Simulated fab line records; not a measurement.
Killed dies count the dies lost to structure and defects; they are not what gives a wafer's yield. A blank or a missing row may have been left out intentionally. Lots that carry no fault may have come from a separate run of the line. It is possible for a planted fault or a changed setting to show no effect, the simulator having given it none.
The tool behind it: which one? | flow sky130 | 24 lots with 72 wafers sampled at 6 steps, on a route of 708 steps

== WHAT EACH GAUGE READ, for each wafer ==
SKY_VIA3_RS_MEAS_22: measures by four-point-probe.
lot  | measured     | on            | VIA3_W_RS (ohm/sq)
L074 | day 39 23:04 | film_metro-04 | 0.291 0.293 0.293
L075 | day 40 08:14 | film_metro-01 | 0.298 0.291 0.294
L076 | day 40 12:18 | film_metro-04 | 0.300 0.298 0.301
L077 | day 40 14:32 | film_metro-03 | 0.292 0.290 0.287
L078 | day 40 22:35 | film_metro-03 | 0.304 0.302 0.297
L079 | day 41 06:08 | film_metro-01 | 0.287 0.292 0.285
L080 | day 41 14:33 | film_metro-01 | 0.294 0.289 0.298
L081 | day 42 01:35 | film_metro-04 | 0.297 0.299 0.294
L082 | day 42 07:05 | film_metro-01 | 0.297 0.297 0.294
L083 | day 42 08:19 | film_metro-04 | 0.292 0.292 0.290
L084 | day 42 18:04 | film_metro-03 | 0.296 0.299 0.301
L085 | day 42 19:13 | film_metro-04 | 0.298 0.302 0.300
L086 | day 43 08:32 | film_metro-03 | 0.300 0.300 0.299
L087 | day 43 09:39 | film_metro-03 | 0.290 0.294 0.287
L088 | day 43 16:40 | film_metro-04 | 0.296 0.297 0.295
L089 | day 44 04:29 | film_metro-01 | 0.291 0.291 0.286
L090 | day 44 10:23 | film_metro-03 | 0.292 0.298 0.291
L091 | day 44 13:21 | film_metro-03 | 0.302 0.301 0.297
L092 | day 44 13:37 | film_metro-03 | 0.291 0.295 0.290
L093 | day 45 04:43 | film_metro-01 | 0.298 0.295 0.296
L094 | day 45 09:13 | film_metro-03 | 0.296 0.297 0.296
L095 | day 45 12:22 | film_metro-03 | 0.295 0.293 0.297
L096 | day 45 17:57 | film_metro-03 | 0.291 0.292 0.294
L097 | day 45 23:06 | film_metro-01 | 0.302 0.292 0.293

SKY_METAL5_RS_MEAS_05: measures by four-point-probe.
lot  | measured     | on            | METAL5_ALCU_RS (ohm/sq)
L074 | day 43 03:17 | film_metro-02 | 0.0268 0.0270 0.0270
L075 | day 43 12:15 | film_metro-04 | 0.0272 0.0270 0.0273
L076 | day 43 15:35 | film_metro-03 | 0.0267 0.0267 0.0267
L077 | day 43 17:35 | film_metro-02 | 0.0271 0.0272 0.0270
L078 | day 44 00:01 | film_metro-03 | 0.0270 0.0271 0.0270
L079 | day 44 08:19 | film_metro-02 | 0.0272 0.0270 0.0274
L080 | day 44 15:51 | film_metro-02 | 0.0275 0.0270 0.0274
L081 | day 45 02:21 | film_metro-04 | 0.0268 0.0269 0.0270
L082 | day 45 06:31 | film_metro-02 | 0.0273 0.0275 0.0276
L083 | day 45 08:59 | film_metro-02 | 0.0270 0.0272 0.0271
L084 | day 45 16:29 | film_metro-02 | 0.0273 0.0269 0.0274
L085 | day 45 18:07 | film_metro-02 | 0.0270 0.0271 0.0270
L086 | day 46 07:24 | film_metro-02 | 0.0271 0.0272 0.0273
L087 | day 46 08:36 | film_metro-03 | 0.0261 0.0264 0.0262
L088 | day 46 13:08 | film_metro-03 | 0.0270 0.0268 0.0268
L089 | day 47 00:02 | film_metro-02 | 0.0264 0.0262 0.0263
L090 | day 47 05:58 | film_metro-04 | 0.0270 0.0271 0.0268
L091 | day 47 08:35 | film_metro-04 | 0.0269 0.0272 0.0268
L092 | day 47 09:31 | film_metro-03 | 0.0269 0.0270 0.0270
L093 | day 47 21:33 | film_metro-04 | 0.0273 0.0275 0.0272
L094 | day 48 03:32 | film_metro-02 | 0.0269 0.0267 0.0269
L095 | day 48 05:47 | film_metro-03 | 0.0271 0.0268 0.0265
L096 | day 48 11:32 | film_metro-02 | 0.0270 0.0269 0.0270
L097 | day 48 13:50 | film_metro-02 | 0.0270 0.0269 0.0267

SKY_PASSIVATION_THK_MEAS_03.
lot  | measured     | on            | PASSIVATION_CVD_02_THK (nm)
L074 | day 44 02:59 | film_metro-04 | 541 542 541
L075 | day 44 12:14 | film_metro-01 | 526 530 527
L076 | day 44 15:09 | film_metro-03 | 537 547 544
L077 | day 44 17:09 | film_metro-03 | 526 531 546
L078 | day 44 23:45 | film_metro-04 | 534 547 541
L079 | day 45 06:25 | film_metro-04 | 539 549 551
L080 | day 45 14:31 | film_metro-01 | 545 542 546
L081 | day 46 00:53 | film_metro-03 | 536 545 546
L082 | day 46 05:06 | film_metro-01 | 536 545 542
L083 | day 46 07:07 | film_metro-03 | 523 535 535
L084 | day 46 14:29 | film_metro-01 | 546 540 547
L085 | day 46 16:23 | film_metro-04 | 534 534 546
L086 | day 47 04:24 | film_metro-03 | 533 537 539
L087 | day 47 06:20 | film_metro-01 | 534 545 544
L088 | day 47 10:01 | film_metro-03 | 533 539 540
L089 | day 47 20:31 | film_metro-04 | 544 545 547
L090 | day 48 02:31 | film_metro-03 | 525 539 533
L091 | day 48 04:56 | film_metro-01 | 536 529 535
L092 | day 48 06:37 | film_metro-01 | 531 528 540
L093 | day 48 18:10 | film_metro-01 | 531 530 541
L094 | day 48 23:07 | film_metro-04 | 529 530 535
L095 | day 49 01:10 | film_metro-04 | 530 533 539
L096 | day 49 06:02 | film_metro-03 | 538 548 544
L097 | day 49 08:19 | film_metro-04 | 534 546 553

== WHICH TOOL RAN EACH LOT (tool, then ch and the chambers of the sampled wafers, then the start) ==
lot  | SKY_CAPM_SPUTTER_02          | SKY_METAL3_STRIP_19                  | SKY_METAL4_SPUTTER_01
L074 | pvd_sputter-02, day 36 15:55 | plasma_asher-01 ch 0,1, day 38 19:55 | pvd_sputter-04, day 39 23:34
L075 | pvd_sputter-03, day 37 01:00 | plasma_asher-01 ch 1, day 39 05:40   | pvd_sputter-03, day 40 08:44
L076 | pvd_sputter-04, day 37 06:40 | plasma_asher-04 ch 0,1, day 39 10:09 | pvd_sputter-04, day 40 12:46
L077 | pvd_sputter-03, day 37 08:14 | plasma_asher-01 ch 0,1, day 39 12:13 | pvd_sputter-04, day 40 15:02
L078 | pvd_sputter-03, day 37 17:23 | plasma_asher-01 ch 1, day 39 20:07   | pvd_sputter-03, day 40 23:04
L079 | pvd_sputter-03, day 38 01:01 | plasma_asher-04 ch 0,1, day 40 03:34 | pvd_sputter-03, day 41 06:36
L080 | pvd_sputter-03, day 38 09:12 | plasma_asher-04 ch 0,1, day 40 11:59 | pvd_sputter-03, day 41 15:01
L081 | pvd_sputter-03, day 38 20:56 | plasma_asher-04 ch 0,1, day 40 23:07 | pvd_sputter-04, day 42 02:17
L082 | pvd_sputter-03, day 39 03:02 | plasma_asher-03 ch 0,1, day 41 05:00 | pvd_sputter-03, day 42 07:34
L083 | pvd_sputter-03, day 39 04:25 | plasma_asher-04 ch 0,1, day 41 06:16 | pvd_sputter-04, day 42 08:49
L084 | pvd_sputter-03, day 39 13:29 | plasma_asher-03 ch 0,1, day 41 15:38 | pvd_sputter-04, day 42 18:34
L085 | pvd_sputter-03, day 39 15:36 | plasma_asher-03 ch 0,1, day 41 17:16 | pvd_sputter-03, day 42 19:43
L086 | pvd_sputter-04, day 40 06:46 | plasma_asher-04 ch 0,1, day 42 07:14 | pvd_sputter-03, day 43 09:01
L087 | pvd_sputter-04, day 40 07:07 | plasma_asher-03 ch 0,1, day 42 08:16 | pvd_sputter-04, day 43 10:08
L088 | pvd_sputter-03, day 40 14:14 | plasma_asher-01 ch 0,1, day 42 15:37 | pvd_sputter-01, day 43 17:11
L089 | pvd_sputter-03, day 41 02:51 | plasma_asher-03 ch 0,1, day 43 03:19 | pvd_sputter-01, day 44 05:11
L090 | pvd_sputter-03, day 41 10:11 | plasma_asher-03 ch 0,1, day 43 10:43 | pvd_sputter-01, day 44 10:59
L091 | pvd_sputter-03, day 41 11:31 | plasma_asher-01 ch 0,1, day 43 11:49 | pvd_sputter-04, day 44 13:51
L092 | pvd_sputter-03, day 41 13:06 | plasma_asher-04 ch 0,1, day 43 13:07 | pvd_sputter-04, day 44 14:07
L093 | pvd_sputter-04, day 42 06:25 | plasma_asher-04 ch 0,1, day 44 04:46 | pvd_sputter-04, day 45 05:13
L094 | pvd_sputter-03, day 42 09:22 | plasma_asher-04 ch 0,1, day 44 09:01 | pvd_sputter-04, day 45 09:43
L095 | pvd_sputter-03, day 42 13:03 | plasma_asher-01 ch 0,1, day 44 12:22 | pvd_sputter-04, day 45 12:53
L096 | pvd_sputter-03, day 42 20:29 | plasma_asher-03 ch 0,1, day 44 18:37 | pvd_sputter-04, day 45 18:25
L097 | pvd_sputter-03, day 43 01:12 | plasma_asher-03 ch 1, day 44 23:10   | pvd_sputter-01, day 45 23:36
- SKY_CAPM_SPUTTER_02: material TiN, target thk 200 nm, time 166.7 s.
- SKY_METAL3_STRIP_19: strips in O2/N2.
- SKY_METAL4_SPUTTER_01: material TiN, target thk 20 nm, time 16.7 s.

== WHAT THE TOOLS THEMSELVES READ (means of the sampled wafers that have a number; where no wafer has one, the mark that the record gives instead) ==
SKY_CAPM_SPUTTER_02.
lot  | tool           | cathode_dc_power_W (W) | throttle_valve_pct (%)
L074 | pvd_sputter-02 | 6500.8                 | 29.8
L075 | pvd_sputter-03 | 6500.4                 | 29.3
L076 | pvd_sputter-04 | 6501.2                 | 29.0
L077 | pvd_sputter-03 | 6500.1                 | 29.4
L078 | pvd_sputter-03 | 6498.4                 | 29.4
L079 | pvd_sputter-03 | 6500.6                 | 29.0
L080 | pvd_sputter-03 | 6500.3                 | 28.6
L081 | pvd_sputter-03 | 6499.2                 | 29.4
L082 | pvd_sputter-03 | 6500.4                 | 29.2
L083 | pvd_sputter-03 | 6500.0                 | 29.7
L084 | pvd_sputter-03 | 6501.4                 | 29.2
L085 | pvd_sputter-03 | 6500.5                 | 29.2
L086 | pvd_sputter-04 | 6499.4                 | 30.2
L087 | pvd_sputter-04 | 6500.2                 | 30.2
L088 | pvd_sputter-03 | 6500.9                 | 29.4
L089 | pvd_sputter-03 | 6500.4                 | 29.7
L090 | pvd_sputter-03 | 6500.6                 | 29.7
L091 | pvd_sputter-03 | 6500.2                 | 29.3
L092 | pvd_sputter-03 | 6500.3                 | 30.0
L093 | pvd_sputter-04 | 6500.2                 | 29.2
L094 | pvd_sputter-03 | 6499.7                 | 29.3
L095 | pvd_sputter-03 | 6500.5                 | 29.5
L096 | pvd_sputter-03 | 6499.2                 | 29.5
L097 | pvd_sputter-03 | 6500.0                 | 28.6

SKY_METAL3_STRIP_19.
lot  | tool            | drypump_motor_current_A (A) | n2_flow_sccm (sccm) | oes_product_au (a.u.) | strip_time_to_endpoint_s (s)
L074 | plasma_asher-01 | 5.81                        | 300.0               | 0.503                 | 6.56
L075 | plasma_asher-01 | 6.01                        | 300.5               | 0.499                 | 6.58
L076 | plasma_asher-04 | 5.76                        | 300.5               | 0.499                 | 6.54
L077 | plasma_asher-01 | 5.62                        | 299.1               | 0.498                 | 6.47
L078 | plasma_asher-01 | 6.00                        | 299.4               | 0.497                 | 6.46
L079 | plasma_asher-04 | 5.76                        | 299.0               | 0.498                 | 6.50
L080 | plasma_asher-04 | 5.76                        | 299.4               | 0.504                 | 6.57
L081 | plasma_asher-04 | 5.81                        | 300.4               | 0.502                 | 6.62
L082 | plasma_asher-03 | 6.05                        | 300.0               | 0.496                 | 6.40
L083 | plasma_asher-04 | 5.82                        | 300.3               | 0.508                 | 6.60
L084 | plasma_asher-03 | 6.04                        | 301.0               | 0.504                 | 6.55
L085 | plasma_asher-03 | 6.03                        | 300.5               | 0.497                 | 6.55
L086 | plasma_asher-04 | 5.75                        | 301.0               | 0.500                 | 6.51
L087 | plasma_asher-03 | 6.12                        | 298.9               | 0.506                 | 6.49
L088 | plasma_asher-01 | 5.63                        | 299.7               | 0.501                 | 6.53
L089 | plasma_asher-03 | 6.13                        | 300.1               | 0.504                 | 6.58
L090 | plasma_asher-03 | 6.04                        | 299.7               | 0.506                 | 6.58
L091 | plasma_asher-01 | 5.81                        | 300.3               | 0.497                 | 6.45
L092 | plasma_asher-04 | 5.73                        | 300.8               | 0.503                 | 6.52
L093 | plasma_asher-04 | 5.73                        | 299.8               | 0.510                 | 6.60
L094 | plasma_asher-04 | 5.74                        | 300.3               | 0.506                 | 6.68
L095 | plasma_asher-01 | 5.80                        | 300.8               | 0.500                 | 6.56
L096 | plasma_asher-03 | 6.12                        | 299.8               | 0.503                 | 6.62
L097 | plasma_asher-03 | 6.22                        | 299.6               | 0.502                 | 6.51

SKY_METAL4_SPUTTER_01.
lot  | tool           | cathode_dc_power_W (W) | throttle_valve_pct (%)
L074 | pvd_sputter-04 | 6499.5                 | 29.3
L075 | pvd_sputter-03 | 6500.4                 | 28.8
L076 | pvd_sputter-04 | 6500.6                 | 29.8
L077 | pvd_sputter-04 | 6499.7                 | 30.2
L078 | pvd_sputter-03 | 6500.4                 | 29.7
L079 | pvd_sputter-03 | 6499.5                 | 29.1
L080 | pvd_sputter-03 | 6499.9                 | 29.3
L081 | pvd_sputter-04 | 6501.0                 | 29.5
L082 | pvd_sputter-03 | 6500.7                 | 28.8
L083 | pvd_sputter-04 | 6500.6                 | 29.4
L084 | pvd_sputter-04 | 6500.5                 | 29.1
L085 | pvd_sputter-03 | 6500.5                 | 29.0
L086 | pvd_sputter-03 | 6500.2                 | 29.1
L087 | pvd_sputter-04 | 6499.6                 | 30.2
L088 | pvd_sputter-01 | 6500.4                 | 29.3
L089 | pvd_sputter-01 | 6500.0                 | 29.5
L090 | pvd_sputter-01 | 6499.9                 | 29.7
L091 | pvd_sputter-04 | 6500.0                 | 29.7
L092 | pvd_sputter-04 | 6500.0                 | 29.3
L093 | pvd_sputter-04 | 6500.3                 | 29.6
L094 | pvd_sputter-04 | 6501.0                 | 29.5
L095 | pvd_sputter-04 | 6500.3                 | 30.0
L096 | pvd_sputter-04 | 6499.6                 | 28.7
L097 | pvd_sputter-01 | 6500.5                 | 29.9

== THE ANSWER, worked out from the rows above alone ==
Rule: the lots themselves supply what counts as usual. The widest of any qualifying gaps counts: lots, ordered by their means at a reading, are off when they make up no more than a third of the lots, leave a main group of 4 or more, and stand apart from it by 3 or more times the standard deviation of that group's means. A main group is skipped when, at the precision printed for the reading in the tables above, its means are all equal. Also off: a lot with no number at a reading for which 4 or more lots have one. All remaining lots with rows at the step are treated as sound. First the gauges in route order, then the tools' own readings, where a lot's mean is used as printed above. At the first step where some lot is off, the reading lying furthest off is the one used; lots without a number count as furthest.
None of the lots is off at any reading shown; this tells nothing.

== WHAT THE SIMULATOR PUT IN ==
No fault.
